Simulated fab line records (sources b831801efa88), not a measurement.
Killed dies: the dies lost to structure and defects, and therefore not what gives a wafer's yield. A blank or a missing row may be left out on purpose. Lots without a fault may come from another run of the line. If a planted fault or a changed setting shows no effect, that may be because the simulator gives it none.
Which of the tools did it? -- flow sfq_line -- 14 lots with 42 wafers sampled at 6 steps, on a route of 325 steps

WHAT THE GAUGES READ, wafer by wafer
The record lacks any reading of a measuring or inspecting step that a usual standard deviation could be used to judge.

WHAT TOOL EACH LOT RAN ON (gives the tool, then ch and the chambers of the sampled wafers, and finally the start)
lot,SFQ_TRILAYER_M6_STRIP_STRIP_163,SFQ_TRILAYER_M7_STRIP_STRIP_181,SFQ_TRILAYER_I7_DEP_PECVD_183,SFQ_TRILAYER_I7_CMP_CMP_184,SFQ_TRILAYER_I7_METRO_MEASURE_185,SFQ_TRILAYER_I7_VIA_ETCH_VIA_ETCH_190
L831,"rie_metal-01 ch 0,1, day 63 09:35","rie_metal-04 ch 0,1, day 69 02:46","pecvd-01 ch 0,1,2, day 69 03:32","cmp-02 ch 0,3, day 69 09:24","film_metro-01, day 69 12:13","rie_diel-04 ch 0,1,3, day 70 14:37"
L832,"rie_metal-01 ch 0,1, day 63 16:47","rie_metal-03 ch 0,1, day 69 13:34","pecvd-01 ch 1,2, day 69 14:20","cmp-02 ch 1,2,3, day 70 03:54","film_metro-02, day 70 06:13","rie_diel-03 ch 0,3, day 71 03:49"
L833,"rie_metal-04 ch 0,1, day 63 19:11","rie_metal-04 ch 0,1, day 69 17:11","pecvd-04 ch 0,1, day 69 17:58","cmp-02 ch 0,2, day 70 08:54","film_metro-02, day 70 12:01","rie_diel-02 ch 1,2,3, day 71 08:25"
L835,"rie_metal-02 ch 0, day 64 02:35","rie_metal-03 ch 1, day 70 05:10","pecvd-03 ch 1,2, day 70 05:56","cmp-02 ch 0,1,2, day 70 20:39","film_metro-03, day 70 22:46","rie_diel-04 ch 1,3, day 71 19:13"
L836,"rie_metal-01 ch 0,1, day 64 13:56","rie_metal-02 ch 0,1, day 70 20:46","pecvd-03 ch 1,2, day 70 21:34","cmp-01 ch 0,2,3, day 71 03:57","film_metro-02, day 71 06:34","rie_diel-03 ch 0,2, day 72 00:01"
L837,"rie_metal-01 ch 0,1, day 72 10:29","rie_metal-03 ch 0,1, day 72 23:04","pecvd-01 ch 0,2, day 72 23:50","cmp-02 ch 1,2, day 72 23:55","film_metro-03, day 73 03:02","rie_diel-03 ch 1,2,3, day 73 06:34"
L838,"rie_metal-02 ch 0,1, day 72 12:53","rie_metal-03 ch 0,1, day 73 01:28","pecvd-03 ch 0,1,2, day 73 02:14","cmp-01 ch 0,3, day 73 03:33","film_metro-02, day 73 06:40","rie_diel-02 ch 0,1,2, day 73 10:13"
L839,"rie_metal-04 ch 0,1, day 72 15:17","rie_metal-02 ch 0,1, day 73 03:46","pecvd-04 ch 0,1, day 73 04:33","cmp-01 ch 0,2, day 73 07:03","film_metro-02, day 73 09:40","rie_diel-02 ch 0,1,2, day 73 16:13"
L848,"rie_metal-02 ch 0,1, day 75 00:46","rie_metal-02 ch 0,1, day 78 15:12","pecvd-04 ch 0,1,2, day 78 15:59","cmp-01 ch 1,3, day 78 16:34","film_metro-01, day 78 19:23","rie_diel-04 ch 0,2,3, day 78 22:50"
L849,"rie_metal-02 ch 0,1, day 75 09:28","rie_metal-04 ch 0,1, day 79 16:37","pecvd-01 ch 0,1,2, day 79 17:14","cmp-01 ch 1,2, day 79 17:46","film_metro-03, day 79 20:59","rie_diel-02 ch 1,2, day 80 01:08"
L850,"rie_metal-01 ch 0,1, day 75 11:40","rie_metal-03 ch 0, day 79 19:17","pecvd-03 ch 0,1,2, day 79 20:05","cmp-02 ch 1,2,3, day 79 21:10","film_metro-01, day 79 23:17","rie_diel-03 ch 1,2, day 80 04:44"
L851,"rie_metal-01 ch 1, day 75 16:28","rie_metal-02 ch 0,1, day 79 22:17","pecvd-04 ch 1,2, day 79 23:04","cmp-01 ch 0,1,2, day 80 00:08","film_metro-03, day 80 02:28","rie_diel-03 ch 0,1,2, day 80 10:44"
L853,"rie_metal-02 ch 0,1, day 75 20:49","rie_metal-02 ch 0,1, day 80 03:41","pecvd-03 ch 0,1,2, day 80 04:28","cmp-02 ch 0,1,3, day 80 05:02","film_metro-03, day 80 07:40","rie_diel-04 ch 0,1,2, day 80 16:44"
L854,"rie_metal-04 ch 0,1, day 75 22:13","rie_metal-04 ch 0,1, day 80 06:17","pecvd-04 ch 0,1,2, day 80 06:54","cmp-01 ch 1,2,3, day 80 08:17","film_metro-02, day 80 11:00","rie_diel-02 ch 1,2,3, day 80 19:08"
- SFQ_TRILAYER_M6_STRIP_STRIP_163: strips in O2.
- SFQ_TRILAYER_M7_STRIP_STRIP_181: strips in O2.
- SFQ_TRILAYER_I7_DEP_PECVD_183: deposits SiO2 from SiH4/N2O, time 111.11 s, target thk 500 nm.
- SFQ_TRILAYER_I7_CMP_CMP_184: polishes SiO2.
- SFQ_TRILAYER_I7_METRO_MEASURE_185
- SFQ_TRILAYER_I7_VIA_ETCH_VIA_ETCH_190: etches SiO2 in CHF3, stops on Nb, target depth 260 nm.

AS READ BY THE TOOLS THEMSELVES (means over the sampled wafers that have a number; for cases with no such wafer, the mark the record gives instead)
SFQ_TRILAYER_M6_STRIP_STRIP_163.
lot,tool,drypump_motor_current_A (A),oes_product_au (a.u.)
L831,rie_metal-01,5.4,0.995
L832,rie_metal-01,5.6,0.989
L833,rie_metal-04,5.6,1.011
L835,rie_metal-02,6.6,0.995
L836,rie_metal-01,5.5,0.998
L837,rie_metal-01,5.5,0.996
L838,rie_metal-02,6.4,0.991
L839,rie_metal-04,5.9,1.002
L848,rie_metal-02,6.1,0.990
L849,rie_metal-02,6.4,0.985
L850,rie_metal-01,5.6,0.996
L851,rie_metal-01,5.7,1.002
L853,rie_metal-02,6.4,0.988
L854,rie_metal-04,5.6,0.997

SFQ_TRILAYER_M7_STRIP_STRIP_181.
lot,tool,drypump_motor_current_A (A),oes_product_au (a.u.)
L831,rie_metal-04,5.6,1.007
L832,rie_metal-03,5.7,1.005
L833,rie_metal-04,5.6,1.005
L835,rie_metal-03,5.0,1.000
L836,rie_metal-02,6.4,0.992
L837,rie_metal-03,5.6,0.999
L838,rie_metal-03,5.3,1.012
L839,rie_metal-02,6.4,0.990
L848,rie_metal-02,6.4,0.985
L849,rie_metal-04,5.9,1.000
L850,rie_metal-03,5.9,0.998
L851,rie_metal-02,6.4,0.996
L853,rie_metal-02,6.2,0.989
L854,rie_metal-04,5.9,1.005

SFQ_TRILAYER_I7_DEP_PECVD_183.
lot,tool,heater_power_w (W),rf_fwd_power_W (W),throttle_valve_pct (%)
L831,pecvd-01,78,182.2,25.6
L832,pecvd-01,74,182.2,25.1
L833,pecvd-04,83,182.1,22.9
L835,pecvd-03,77,181.4,25.5
L836,pecvd-03,78,182.6,24.3
L837,pecvd-01,92,182.9,26.1
L838,pecvd-03,86,182.1,25.2
L839,pecvd-04,81,182.2,23.1
L848,pecvd-04,80,182.1,23.8
L849,pecvd-01,85,182.2,25.7
L850,pecvd-03,83,181.8,25.7
L851,pecvd-04,78,182.5,23.4
L853,pecvd-03,77,182.0,25.4
L854,pecvd-04,81,181.8,24.2

SFQ_TRILAYER_I7_CMP_CMP_184.
lot,tool,edge_zone_pressure_frac,motor_current_A (A),retaining_ring_pressure_frac,time_to_endpoint_s (s)
L831,cmp-02,1.001,10.3,1.003,210
L832,cmp-02,0.997,10.7,1.001,211
L833,cmp-02,1.002,10.4,1.003,223
L835,cmp-02,1.002,10.7,0.999,215
L836,cmp-01,1.000,10.8,0.995,214
L837,cmp-02,1.000,10.7,0.993,210
L838,cmp-01,0.995,10.9,1.001,209
L839,cmp-01,1.005,10.5,0.995,205
L848,cmp-01,0.995,10.7,1.001,211
L849,cmp-01,1.004,10.7,0.997,212
L850,cmp-02,1.001,10.7,1.000,214
L851,cmp-01,1.001,10.6,1.005,224
L853,cmp-02,0.999,10.5,0.999,218
L854,cmp-01,1.002,10.8,0.998,213

SFQ_TRILAYER_I7_METRO_MEASURE_185.
lot,tool,thk_nm (nm)
L831,film_metro-01,199.7
L832,film_metro-02,199.9
L833,film_metro-02,200.1
L835,film_metro-03,199.8
L836,film_metro-02,200.4
L837,film_metro-03,200.8
L838,film_metro-02,207.0
L839,film_metro-02,214.1
L848,film_metro-01,200.1
L849,film_metro-03,199.9
L850,film_metro-01,199.2
L851,film_metro-03,199.1
L853,film_metro-03,200.3
L854,film_metro-02,200.1

SFQ_TRILAYER_I7_VIA_ETCH_VIA_ETCH_190.
lot,tool,drypump_motor_current_A (A),oes_product_au (a.u.),rf_fwd_power_W (W)
L831,rie_diel-04,5.5,0.854,497.2
L832,rie_diel-03,6.1,0.857,496.9
L833,rie_diel-02,5.3,0.855,497.4
L835,rie_diel-04,5.1,0.858,497.8
L836,rie_diel-03,5.7,0.858,497.4
L837,rie_diel-03,5.6,0.853,497.6
L838,rie_diel-02,5.7,0.870,498.3
L839,rie_diel-02,5.7,0.887,499.3
L848,rie_diel-04,5.7,0.852,498.7
L849,rie_diel-02,5.2,0.856,498.8
L850,rie_diel-03,5.5,0.851,496.0
L851,rie_diel-03,5.8,0.854,497.5
L853,rie_diel-04,5.5,0.855,496.8
L854,rie_diel-02,5.3,0.854,496.5

THE ANSWER, worked out from the rows above alone
Rule: the lots themselves supply what counts as usual. Put in order of their means at a reading, lots are off if they are a third of the lots or fewer, leave a main group of 4 or more, and stand apart from it by a gap of 3 or more times the standard deviation of the main group's means; of several such gaps the widest counts. Not used: any main group whose means are identical at the precision the tables above print for the reading. A lot without any number at a reading at which 4 lots or more have one is off too. Where the step has rows for the other lots, those lots are counted as sound. The gauges are gone through in route order, then the tools' own readings, and for those a lot's mean is taken as printed above. At the first step where some lot is off, the reading lying furthest off is the one used; lots without a number count as furthest.
Off, at SFQ_TRILAYER_I7_METRO_MEASURE_185 on thk_nm: L838, L839. The main group: mean 199.9 nm, standard deviation 0.46.
A tool fits if, at that step or a process step before it, it ran every lot that is off, and no sound lot after the first of them. No candidate that was tried fits.

WHAT WAS PUT IN BY THE SIMULATOR
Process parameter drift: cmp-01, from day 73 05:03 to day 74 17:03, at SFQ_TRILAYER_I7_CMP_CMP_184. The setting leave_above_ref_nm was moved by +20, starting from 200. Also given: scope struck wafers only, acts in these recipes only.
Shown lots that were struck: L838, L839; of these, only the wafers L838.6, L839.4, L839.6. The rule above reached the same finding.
